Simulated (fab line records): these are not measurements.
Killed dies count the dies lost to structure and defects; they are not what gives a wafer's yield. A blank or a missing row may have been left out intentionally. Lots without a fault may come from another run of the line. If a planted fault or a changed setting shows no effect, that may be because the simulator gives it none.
fab line records + flow gf180mcu
record:
- lots: 6
- wafers: 18
- last-day: 33
route steps=602 shown V3@435
lots that met no fault: taken from a fault-free run of the same line
start-h: hours from the record's opening day to when the first of the lot's shown wafers began + wait-h: hours from the lot's prior step to this one + " as in the row above + L1.1+2: several wafers, shown together as one row + - no value, or no start was given + * or withheld: withheld + < > ~ a bound
route shown NAME@n: names a module that has steps shown in the file, with the first one's number in the route + usual: mean/standard deviation of fault-free wafers + same: alike in all rows + chamber/n: place in a boat + sites: readings site by site + _std_site: their standard deviation + _edge_site: the outer-site mean with the inner-site mean subtracted + radius-mm: how far each site lies from the wafer's centre + mask NAME#n: copy n + behind: the last tool/chamber to shape the wafer + hold: the reason the lot was held/the length of the hold in hours/how it ended + device: which transistor (n, p or np) failed to switch + end of line: tests run on the same wafers once the route is complete + a step with no rows: only its recipe + killed: dies that structure and defects cost at the first sort, which is not the same as the wafer's yield + map: the dies of a wafer, with x for killed, . for not killed, _ for no die there
set.NAME: the run value of the setting; set.NAME@STEP: its run value at that earlier step + model.NAME: the simulator's own value behind a step, which no gauge read
lots seen at some steps along the route; tables by step, rows by wafer
services: when a tool's chamber went out of use (start-h, in hours from the record's first day, below 0 if earlier), for how many hours, and the reason
== steps ==
step: GF_V3_DEHYDRATE_06
recipe:
- temp-c: 200
- time-s: 60
step: GF_V3_HMDS_07
recipe:
- prime-time-s: 60
- prime-temp-c: 120
step: GF_V3_COAT_08
recipe:
- resist: BARC
- temp-c: withheld
- time-s: withheld
- spin-rpm: withheld
- resist-thk-nm: withheld
step: GF_V3_COAT_09
recipe:
- resist: KrF
- spin-rpm: withheld
- resist-thk-nm: 1000
step: GF_V3_SOFTBAKE_10
recipe:
- temp-c: 130
- time-s: 60
- resist: KrF
step: GF_V3_EXPOSE_11
recipe:
- mask-id: Via3
- target-cd-nm: 260
- na: 0.68
- source-shape: conventional
- sigma-outer: 0.6
- dose-mj: 38
step: GF_V3_PEB_12
recipe:
- peb-temp-c: 135
- peb-time-s: 90
- resist: KrF
step: GF_V3_DEVELOP_13
recipe:
- develop-time-s: 60
- resist: KrF
- dev-temp-c: 21
step: GF_V3_CD_MEAS_14
recipe:
- target-cd-nm: 260
usual:
- cd-nm: 260.0/1.2
| lot.wafer | tool      | chamber | start-h | wait-h | cd-nm |
|-----------|-----------|---------|---------|--------|-------|
| L231.1    | cd-sem-01 | -       | 511.75  | 0.1    | 257.4 |
| L231.2    | "         | -       | "       | "      | 256.8 |
| L231.3    | "         | -       | "       | "      | 258.2 |
| L232.1    | cd-sem-01 | -       | 522.16  | 0.1    | 261.9 |
| L232.2    | "         | -       | "       | "      | 261.9 |
| L232.4    | "         | -       | "       | "      | 263.2 |
| L238.1    | cd-sem-02 | -       | 590.14  | 0.1    | 261.9 |
| L238.3    | "         | -       | "       | "      | 261.4 |
| L238.6    | "         | -       | "       | "      | 261.6 |
| L237.2    | cd-sem-02 | -       | 593.18  | 0.1    | 260.9 |
| L237.3    | "         | -       | "       | "      | 260.4 |
| L237.5    | "         | -       | "       | "      | 259.8 |
| L242.2    | cd-sem-02 | -       | 619.16  | 0.1    | 260.0 |
| L242.3    | "         | -       | "       | "      | 260.3 |
| L242.6    | "         | -       | "       | "      | 260.6 |
| L247.3    | cd-sem-02 | -       | 648.84  | 0.1    | 258.2 |
| L247.4    | "         | -       | "       | "      | 259.5 |
| L247.5    | "         | -       | "       | "      | 261.0 |
step: GF_V3_OVL_MEAS_15
usual:
- V3_OVL: 2/5.2
| lot.wafer | tool       | chamber | start-h | wait-h | V3_OVL[nm] |
|-----------|------------|---------|---------|--------|------------|
| L231.1    | overlay-02 | -       | 511.87  | 0.1    | 12         |
| L231.2    | "          | -       | "       | "      | 20         |
| L231.3    | "          | -       | "       | "      | 10         |
| L232.1    | overlay-02 | -       | 522.28  | 0.1    | -4         |
| L232.2    | "          | -       | "       | "      | 1          |
| L232.4    | "          | -       | "       | "      | 5          |
| L238.1    | overlay-02 | -       | 590.26  | 0.1    | -3         |
| L238.3    | "          | -       | "       | "      | -5         |
| L238.6    | "          | -       | "       | "      | -3         |
| L237.2    | overlay-02 | -       | 593.29  | 0.1    | 9          |
| L237.3    | "          | -       | "       | "      | 11         |
| L237.5    | "          | -       | "       | "      | 14         |
| L242.2    | overlay-01 | -       | 619.27  | 0.1    | 1          |
| L242.3    | "          | -       | "       | "      | 4          |
| L242.6    | "          | -       | "       | "      | 0          |
| L247.3    | overlay-02 | -       | 648.93  | 0.1    | -1         |
| L247.4    | "          | -       | "       | "      | 1          |
| L247.5    | "          | -       | "       | "      | -2         |
step: GF_V3_ETCH_16
recipe:
- chemistry: N2/H2
- target-depth-a: withheld
- overetch-a: withheld
- time-s: withheld
- target: BARC
- ion-energy-ev: 200
- source-w: 500
- bias-w: 100
- pressure-mtorr: 30
- n2-flow-sccm: 100
- h2-flow-sccm: 200
usual:
- chamber-pressure-mTorr: 29.999/0.027
- drypump-motor-current-A: 5.7/0.46
- oes-product-au: 0.855/0.0047
- throttle-valve-pct: 13.226/0.0087
| lot.wafer | tool        | chamber | start-h | wait-h | chamber-pressure-mTorr | drypump-motor-current-A | oes-product-au | throttle-valve-pct |
|-----------|-------------|---------|---------|--------|------------------------|-------------------------|----------------|--------------------|
| L231.1    | rie-diel-02 | 1       | 511.91  | 0.0    | 29.958                 | 6.4                     | 0.857          | 13.225             |
| L231.2    | "           | 3       | "       | "      | 29.998                 | 5.2                     | 0.858          | 13.224             |
| L231.3    | "           | 2       | "       | "      | 29.999                 | 5.8                     | 0.853          | 13.227             |
| L232.1    | rie-diel-03 | 2       | 522.32  | 0.0    | 29.970                 | 5.4                     | 0.851          | 13.232             |
| L232.2    | "           | 0       | "       | "      | 30.027                 | 6.1                     | 0.856          | 13.215             |
| L232.4    | "           | 1       | "       | "      | 29.983                 | 5.7                     | 0.859          | 13.228             |
| L238.1    | rie-diel-04 | 2       | 590.30  | 0.0    | 30.026                 | 5.2                     | 0.853          | 13.218             |
| L238.3    | "           | 0       | "       | "      | 29.992                 | 5.5                     | 0.848          | 13.247             |
| L238.6    | "           | 2       | "       | "      | 30.006                 | 5.2                     | 0.853          | 13.227             |
| L237.2    | rie-diel-04 | 0       | 593.32  | 0.0    | 29.995                 | 5.4                     | 0.861          | 13.217             |
| L237.3    | "           | 2       | "       | "      | 29.971                 | 5.2                     | 0.852          | 13.214             |
| L237.5    | "           | 1       | "       | "      | 29.982                 | 6.1                     | 0.854          | 13.235             |
| L242.2    | rie-diel-02 | 3       | 619.30  | 0.0    | 29.961                 | 5.3                     | 0.859          | 13.228             |
| L242.3    | "           | 2       | "       | "      | 29.945                 | 5.7                     | 0.843          | 13.227             |
| L242.6    | "           | 2       | "       | "      | 30.029                 | 5.7                     | 0.855          | 13.223             |
| L247.3    | rie-diel-03 | 2       | 648.96  | 0.0    | 30.010                 | 5.3                     | 0.860          | 13.215             |
| L247.4    | "           | 0       | "       | "      | 30.028                 | 6.0                     | 0.855          | 13.226             |
| L247.5    | "           | 0       | "       | "      | 29.968                 | 6.0                     | 0.859          | 13.239             |
step: GF_V3_ETCH_17
recipe:
- chemistry: C4F8/O2/Ar
- mask-material: KrF
- target: SiO2
- stop-on: TiN
- source-w: 1500
- bias-w: 1200
- pressure-mtorr: 40
- c4f8-flow-sccm: withheld
- O2_flow_sccm: 6
- Ar_flow_sccm: 300
- time-s: withheld
- target-depth-a: 6350
usual:
- chamber-pressure-mTorr: 40.00/0.035
- oes-product-au: 0.855/0.0046
| lot.wafer | tool        | chamber | start-h | wait-h | chamber-pressure-mTorr | oes-product-au |
|-----------|-------------|---------|---------|--------|------------------------|----------------|
| L231.1    | rie-diel-02 | 1       | -       | -      | 39.98                  | 0.853          |
| L231.2    | "           | 3       | "       | "      | 40.01                  | 0.853          |
| L231.3    | "           | 2       | "       | "      | 40.01                  | 0.854          |
| L232.1    | rie-diel-03 | 2       | -       | -      | 39.95                  | 0.860          |
| L232.2    | "           | 0       | "       | "      | 40.04                  | 0.853          |
| L232.4    | "           | 1       | "       | "      | 40.04                  | 0.852          |
| L238.1    | rie-diel-04 | 2       | -       | -      | 40.06                  | 0.853          |
| L238.3    | "           | 0       | "       | "      | 40.00                  | 0.858          |
| L238.6    | "           | 2       | "       | "      | 40.00                  | 0.855          |
| L237.2    | rie-diel-04 | 0       | -       | -      | 40.08                  | 0.858          |
| L237.3    | "           | 2       | "       | "      | 40.02                  | 0.852          |
| L237.5    | "           | 1       | "       | "      | 40.01                  | 0.856          |
| L242.2    | rie-diel-02 | 3       | -       | -      | 40.05                  | 0.854          |
| L242.3    | "           | 2       | "       | "      | 40.03                  | 0.852          |
| L242.6    | "           | 2       | "       | "      | 40.03                  | 0.853          |
| L247.3    | rie-diel-03 | 2       | -       | -      | 39.95                  | 0.856          |
| L247.4    | "           | 0       | "       | "      | 40.00                  | 0.858          |
| L247.5    | "           | 0       | "       | "      | 39.97                  | 0.849          |
step: GF_V3_STRIP_18
recipe:
- chemistry: O2/N2
- power-w: 1400
- pressure-mtorr: 1500
- platen-temp-c: 250
- o2-flow-sccm: 3000
- n2-flow-sccm: 300
- overash-fraction: 0.5
usual:
- chamber-pressure-mTorr: 1499.8/1.4
- drypump-motor-current-A: 5.8/0.6
- heater-power-w: 335/28
- oes-product-au: 0.593/0.0044
| lot.wafer | tool            | chamber | start-h | wait-h | chamber-pressure-mTorr | drypump-motor-current-A | heater-power-w | oes-product-au | rf-hours-counter-h |
|-----------|-----------------|---------|---------|--------|------------------------|-------------------------|----------------|----------------|--------------------|
| L231.1    | plasma-asher-02 | 0       | 512.04  | -      | 1500.1                 | 5.4                     | 332            | 0.588          | 11                 |
| L231.2    | "               | 1       | "       | "      | 1498.6                 | 6.8                     | 366            | 0.591          | 11                 |
| L231.3    | "               | 1       | "       | "      | 1498.2                 | 6.8                     | 358            | 0.589          | -                  |
| L232.1    | plasma-asher-01 | 1       | 522.45  | -      | 1500.2                 | 6.1                     | 361            | 0.586          | 61                 |
| L232.2    | "               | 0       | "       | "      | 1500.0                 | 5.6                     | 296            | 0.593          | 61                 |
| L232.4    | "               | 0       | "       | "      | 1499.6                 | 5.6                     | 296            | 0.593          | -                  |
| L238.1    | plasma-asher-04 | 0       | 590.43  | -      | -                      | -                       | -              | -              | -                  |
| L238.3    | "               | 1       | "       | "      | -                      | -                       | -              | -              | -                  |
| L238.6    | "               | 0       | "       | "      | -                      | -                       | -              | -              | -                  |
| L237.2    | plasma-asher-01 | 0       | 593.45  | -      | -                      | -                       | -              | -              | -                  |
| L237.3    | "               | 1       | "       | "      | -                      | -                       | -              | -              | -                  |
| L237.5    | "               | 1       | "       | "      | -                      | -                       | -              | -              | -                  |
| L242.2    | plasma-asher-02 | 1       | 619.43  | -      | 1498.8                 | 6.8                     | 369            | 0.599          | 22                 |
| L242.3    | "               | 0       | "       | "      | 1497.6                 | 5.4                     | 336            | 0.592          | -                  |
| L242.6    | "               | 0       | "       | "      | 1498.0                 | 5.4                     | 332            | 0.595          | -                  |
| L247.3    | plasma-asher-01 | 1       | 649.12  | -      | 1499.5                 | 6.1                     | 366            | 0.589          | -                  |
| L247.4    | "               | 0       | "       | "      | 1498.3                 | 5.6                     | 293            | 0.590          | -                  |
| L247.5    | "               | 0       | "       | "      | 1498.9                 | 5.6                     | 293            | 0.596          | -                  |
step: GF_V3_STRIP_19
recipe:
- chemistry: post-etch-residue-remover
- time-s: 1200
- temp-c: 72.5
== services ==
| tool            | chamber | start-h | hours | kind           |
|-----------------|---------|---------|-------|----------------|
| rie-diel-02     | 3       | 492.78  | 1.9   | repair         |
| plasma-asher-01 | -       | 508.93  | 2.8   | repair         |
| rie-diel-02     | -       | 545.08  | 0.6   | repair         |
| rie-diel-03     | 3       | 554.04  | 4.6   | repair         |
| rie-diel-03     | -       | 572.38  | 1.0   | repair         |
| rie-diel-02     | -       | 586.09  | 0.2   | repair         |
| plasma-asher-01 | -       | 612.25  | 14.6  | pm             |
| rie-diel-04     | 3       | 614.69  | 8.5   | repair         |
| rie-diel-04     | 3       | 623.23  | -     | clean          |
| rie-diel-04     | 3       | 623.23  | 26.4  | scheduled-down |
| rie-diel-04     | 3       | 623.23  | 26.4  | vent-cycle     |
| plasma-asher-01 | -       | 630.34  | 2.8   | pm             |
| rie-diel-04     | 0       | 641.07  | 2.5   | repair         |
== key ==
first-sign:
- step: GF_V3_STRIP_18
- reading: tool-record
- direction: missing
effect none on later readings
met-at GF_V3_STRIP_18
struck-wafers L237.2,L237.3,L237.5,L238.1,L238.3,L238.6
later-rows-left-out L237.2,L237.3,L237.5,L238.1,L238.3,L238.6
sort-left-out L237.2,L237.3,L237.5,L238.1,L238.3,L238.6
onset-between 522.45 590.43
fault:
- kind: skipped-step-whole
- tool: plasma-asher-01,plasma-asher-04
- chamber: -
- onset-h: 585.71
- steps: GF_V3_STRIP_18
- scope: struck-lots-only
sort-left-out: the simulated sort isn't trusted on such a fault, so these wafers' sort isn't shown, and their yield isn't known
later-rows-left-out: the simulator's readings of these wafers behind a module that went badly wrong aren't trusted and aren't shown, but for the sort
